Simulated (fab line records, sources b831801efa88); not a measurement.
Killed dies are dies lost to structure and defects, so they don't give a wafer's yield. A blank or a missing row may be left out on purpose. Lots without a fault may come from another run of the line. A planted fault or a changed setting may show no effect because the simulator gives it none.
A struck lot beside a sound one | flow sky130 | 24 steps out of a route of 708
Sound: wafers L937.2, L937.5, L937.6. Struck: wafers L933.1, L933.4, L933.5. The cause comes at the end.
At each step with rows: each side's tool, then ch and its chambers, then its first start. Under that, the readings that differ: sound wafers | struck wafers | difference of the means | sigmas: that difference in standard deviations of wafers without a fault.
alike: readings whose means differ by less than 2 such deviations, and words and numbers that are the same on both sides. not compared: withheld readings, readings that some wafer has no value for, bounds like >300 that may hide the same value, and numbers for which the record gives no deviation and whose values overlap.
The two part at a step that has a row with sigmas, a row that says differs or no value, or rows on one side only. Numbers that don't overlap but have no deviation are shown without sigmas and don't part them. A reading that every wafer of one side lacks parts them only if that side has two wafers or more.

first, 2 steps without rows for these wafers: SKY_POLY_GATE_CLEAN_19 (cleans in SC1/SC2, time 150 s); SKY_POLY_GATE_OXIDATION_20 (stabilise 600 s, purge 300 s, target thk 4 nm).
SKY_POLY_GATE_THK_MEAS_21:
  sound on film_metro-02, day 23 05:56; struck on film_metro-02, day 21 17:23
  alike: POLY_GATE_OXIDATION_THK
SKY_POLY_GATE_CD_MEAS_22:
  sound on cd_sem-01, day 23 06:01; struck on cd_sem-01, day 21 17:26
  alike: cd_nm
then, 7 steps without rows for these wafers: SKY_LDD_N_DEHYDRATE_00 (time 60 s); SKY_LDD_N_HMDS_01 (prime time 60 s); SKY_LDD_N_COAT_02 (resist thk 300 nm); SKY_LDD_N_SOFTBAKE_03 (time 60 s); SKY_LDD_N_EXPOSE_04 (exposes mask NTM, target cd 840 nm); SKY_LDD_N_PEB_05; SKY_LDD_N_DEVELOP_06 (develop time 60 s).
SKY_LDD_N_OVL_MEAS_07:
  sound on overlay-01, day 24 12:23; struck on overlay-02, day 23 00:23
  alike: LDD_N_OVL
SKY_LDD_N_IMPLANT_08:
  sound on implanter-03 ch 0, day 24 12:26; struck on implanter-02 ch 0, day 23 00:44
  alike: dose_ions_cm2
then, 7 steps without rows for these wafers: SKY_LDD_N_IMPLANT_09; SKY_LDD_N_IMPLANT_10; SKY_LDD_N_IMPLANT_11; SKY_LDD_N_IMPLANT_12; SKY_LDD_N_IMPLANT_13; SKY_LDD_N_IMPLANT_14; SKY_LDD_N_IMPLANT_15.
SKY_LDD_N_STRIP_16: strips in O2/N2.
  sound on plasma_asher-04 ch 0,1, day 24 13:37; struck on plasma_asher-02 ch 0,1, day 23 01:56
  reading                      | sound             | struck            | difference | sigmas
  strip_time_to_endpoint_s (s) | 4.301 4.310 4.310 | 4.524 4.533 4.535 | +0.224     | +15
  alike: drypump_motor_current_A, oes_product_au
  not compared: rf_hours_counter_h
SKY_LDD_N_TW_MEAS_17:
  sound on film_metro-03, day 24 13:43; struck on film_metro-03, day 23 02:02
  reading  | sound          | struck         | difference | sigmas
  LDD_N_TW | 2595 2591 2595 | 2694 2692 2687 | +97        | +4
then, 1 step without rows for these wafers: SKY_LDD_P_DEHYDRATE_00 (time 60 s).
-- the record jumps here: 26 days lie between the struck wafers' starts before and after (it left off in module LDD_P and takes up again in module PAD_OPEN, whose first step shown is number 708 of the route) --
SKY_PAD_OPEN_PROBE_99:
  sound on prober-02, day 50 01:13; struck on prober-02, day 49 04:06
  reading                                | sound               | struck               | difference | sigmas
  model.etest.tip_n.rs_ohm_sq            | 441.1 440.7 437.1   | 388.6 386.6 388.1    | -51.9      |
  model.etest.nfet_01v8_lvt.vt_sat_v (V) | 0.523 0.5285 0.5299 | 0.5106 0.5219 0.5148 | -0.0114    |
  alike: killed_at_M0_to_M3, killed_at_M4_up, killed_at_contacts, killed_at_front_end, killed_at_other, killed_dies, killed_on_rim, killed_open, killed_short
  not compared: model.etest.nfet_01v8.vt_sat_v

WHERE THEY PART
First at SKY_LDD_N_STRIP_16; last, within this record, at SKY_LDD_N_TW_MEAS_17. Later steps at which nothing parts them and some readings are alike: SKY_PAD_OPEN_PROBE_99.

WHY: what the simulator had put in
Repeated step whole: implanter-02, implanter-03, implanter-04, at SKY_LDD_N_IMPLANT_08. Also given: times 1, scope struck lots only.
